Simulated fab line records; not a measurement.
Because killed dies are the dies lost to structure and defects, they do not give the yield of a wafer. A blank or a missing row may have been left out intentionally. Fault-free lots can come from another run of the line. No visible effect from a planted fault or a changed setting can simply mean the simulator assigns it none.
A lot that was struck, set against a sound lot | flow sky130 | 43 out of 708 route steps
Sound: wafers L122.2, L122.3, L122.6. Struck: wafers L130.2, L130.3, L130.4. Last of all comes the cause.
Order at every step that has rows: each side's tool, ch and its chambers, its first start. Under that, the readings that differ: sound wafers | struck wafers | difference of the means | sigmas: that difference in standard deviations of wafers without a fault.
alike: readings whose means differ by less than 2 such deviations, and words and numbers that are the same on both sides. not compared: withheld readings, readings that some wafer has no value for, bounds like >300 that may hide the same value, and numbers for which the record gives no deviation and whose values overlap.
Wherever a step has rows on one side only, a row that says differs or no value, or a row with sigmas, the two part there. Non-overlapping numbers with no deviation appear without sigmas and do not part them. A reading missing from all wafers of one side parts the sides only when that side holds two or more wafers.

first, 2 steps without rows for these wafers: SKY_DNWELL_DEVELOP_06 (develop time 60 s); SKY_DNWELL_IMPLANT_07.
SKY_DNWELL_STRIP_08: strips in O2/N2.
  sound on plasma_asher-03 ch 0, day 5 13:24; struck on plasma_asher-02 ch 0,1, day 7 03:46
  alike: chamber_pressure_mTorr, drypump_motor_current_A, oes_product_au, strip_time_to_endpoint_s
  not compared: rf_hours_counter_h
SKY_DNWELL_TW_MEAS_09:
  sound on film_metro-01, day 5 13:31; struck on film_metro-03, day 7 03:52
  reading   | sound          | struck         | difference | sigmas
  DNWELL_TW | 1105 1100 1103 | 1139 1136 1136 | +34        | +2
then, 7 steps without rows for these wafers: SKY_PWDE_DEHYDRATE_00 (time 60 s); SKY_PWDE_HMDS_01 (prime time 60 s); SKY_PWDE_COAT_02 (resist thk 3000 nm); SKY_PWDE_SOFTBAKE_03; SKY_PWDE_EXPOSE_04 (exposes mask PWDEM, target cd 840 nm); SKY_PWDE_PEB_05; SKY_PWDE_DEVELOP_06 (develop time 60 s).
SKY_PWDE_OVL_MEAS_07:
  sound on overlay-02, day 6 08:14; struck on overlay-02, day 7 23:49
  alike: PWDE_OVL
SKY_PWDE_IMPLANT_08:
  sound on implanter-04 ch 0, day 6 08:18; struck on implanter-02 ch 0, day 7 23:52
  reading            | sound                       | struck                        | difference | sigmas
  dose_ions_cm2      | 3.599e+12 3.596e+12 3.6e+12 | 1.522e+12 1.523e+12 1.527e+12 | -2.074e+12 | -99 or more
  faraday_current_uA | 21.1 20.5 20.3              | 8.6 8.7 8.4                   | -12.1      | -31
SKY_PWDE_STRIP_09: strips in O2/N2.
  sound on plasma_asher-04 ch 1, day 6 08:25; struck on plasma_asher-01 ch 0,1, day 8 00:00
  alike: chamber_pressure_mTorr, drypump_motor_current_A, oes_product_au, strip_time_to_endpoint_s
  not compared: rf_hours_counter_h
SKY_PWDE_TW_MEAS_10:
  sound on film_metro-01, day 6 08:32; struck on film_metro-01, day 8 00:25
  reading | sound       | struck      | difference | sigmas
  PWDE_TW | 368 367 368 | 286 286 285 | -82        | -18
  not compared: hold
then, 6 steps without rows for these wafers: SKY_NWELL_HMDS_04 (prime time 60 s); SKY_NWELL_COAT_05 (resist thk 3000 nm); SKY_NWELL_SOFTBAKE_06; SKY_NWELL_EXPOSE_07 (exposes mask NWM, target cd 840 nm); SKY_NWELL_PEB_08; SKY_NWELL_DEVELOP_09 (develop time 60 s).
SKY_NWELL_OVL_MEAS_10:
  sound on overlay-02, day 7 04:19; struck on overlay-01, day 8 20:10
  reading           | sound          | struck       | difference | sigmas
  NWELL_00_OVL (nm) | -4.4 -3.7 -3.9 | 0.0 0.1 -1.0 | +3.7       | +2
then, 3 steps without rows for these wafers: SKY_NWELL_IMPLANT_11; SKY_NWELL_IMPLANT_12; SKY_NWELL_IMPLANT_13.
SKY_NWELL_STRIP_14: strips in O2/N2.
  sound on plasma_asher-01 ch 0,1, day 7 04:48; struck on plasma_asher-02 ch 0,1, day 8 20:39
  reading               | sound             | struck            | difference | sigmas
  oes_product_au (a.u.) | 0.722 0.713 0.712 | 0.722 0.731 0.726 | +0.011     | +2
  alike: chamber_pressure_mTorr, drypump_motor_current_A, strip_time_to_endpoint_s
  not compared: rf_hours_counter_h
SKY_NWELL_TW_MEAS_15:
  sound on film_metro-01, day 7 04:55; struck on film_metro-01, day 8 20:46
  alike: NWELL_TW
then, 7 steps without rows for these wafers: SKY_NWELL_DEHYDRATE_16 (time 60 s); SKY_NWELL_HMDS_17 (prime time 60 s); SKY_NWELL_COAT_18 (resist thk 3000 nm); SKY_NWELL_SOFTBAKE_19; SKY_NWELL_EXPOSE_20 (exposes mask NWM COMPLEMENT, target cd 840 nm); SKY_NWELL_PEB_21; SKY_NWELL_DEVELOP_22 (develop time 60 s).
SKY_NWELL_OVL_MEAS_23:
  sound on overlay-01, day 8 01:17; struck on overlay-02, day 9 18:08
  reading           | sound          | struck      | difference | sigmas
  NWELL_01_OVL (nm) | -2.0 -1.1 -0.9 | 4.9 1.3 3.2 | +4.5       | +3
following that, these wafers have no rows for 1 step: SKY_NWELL_IMPLANT_24.
SKY_NWELL_STRIP_25: strips in O2/N2.
  sound on plasma_asher-02 ch 0,1, day 8 01:28; struck on plasma_asher-04 ch 0,1, day 9 18:19
  alike: chamber_pressure_mTorr, drypump_motor_current_A, oes_product_au, strip_time_to_endpoint_s
  not compared: rf_hours_counter_h
SKY_NWELL_TW_MEAS_26:
  sound on film_metro-03, day 8 01:38; struck on film_metro-03, day 9 18:25
  alike: NWELL_2_TW
then, 1 step without rows for these wafers: SKY_NWELL_CLEAN_27 (cleans in SC1/SC2, time 150 s).
SKY_NWELL_RTA_28: time 30 s.
  sound on rtp_anneal-01 ch 0, day 8 01:44; struck on rtp_anneal-02 ch 0, day 9 18:32
  alike: lamp_power_pct, wafer_temp_C_max
SKY_NWELL_RS_MEAS_29: the measuring method here is four-point-probe.
  sound on film_metro-01, day 8 01:51; struck on film_metro-01, day 9 18:38
  alike: NWELL_RS
SKY_NWELL_RS_MEAS_31: the measuring method here is four-point-probe.
  sound on film_metro-01, day 8 02:05; struck on film_metro-01, day 9 19:10
  reading          | sound          | struck            | difference | sigmas
  PWDE_RS (ohm/sq) | 5279 5268 5279 | 10948 10891 10979 | +5664      | +99 or more
  not compared: hold
SKY_PAD_OPEN_PROBE_99:
  the record holds rows for the sound wafers here (prober-02, day 49 03:13) but none for the struck ones

== WHERE THEY PART ==
At SKY_DNWELL_TW_MEAS_09 first; at SKY_PAD_OPEN_PROBE_99 last (within this record only).

WHY: what had been put in by the simulator
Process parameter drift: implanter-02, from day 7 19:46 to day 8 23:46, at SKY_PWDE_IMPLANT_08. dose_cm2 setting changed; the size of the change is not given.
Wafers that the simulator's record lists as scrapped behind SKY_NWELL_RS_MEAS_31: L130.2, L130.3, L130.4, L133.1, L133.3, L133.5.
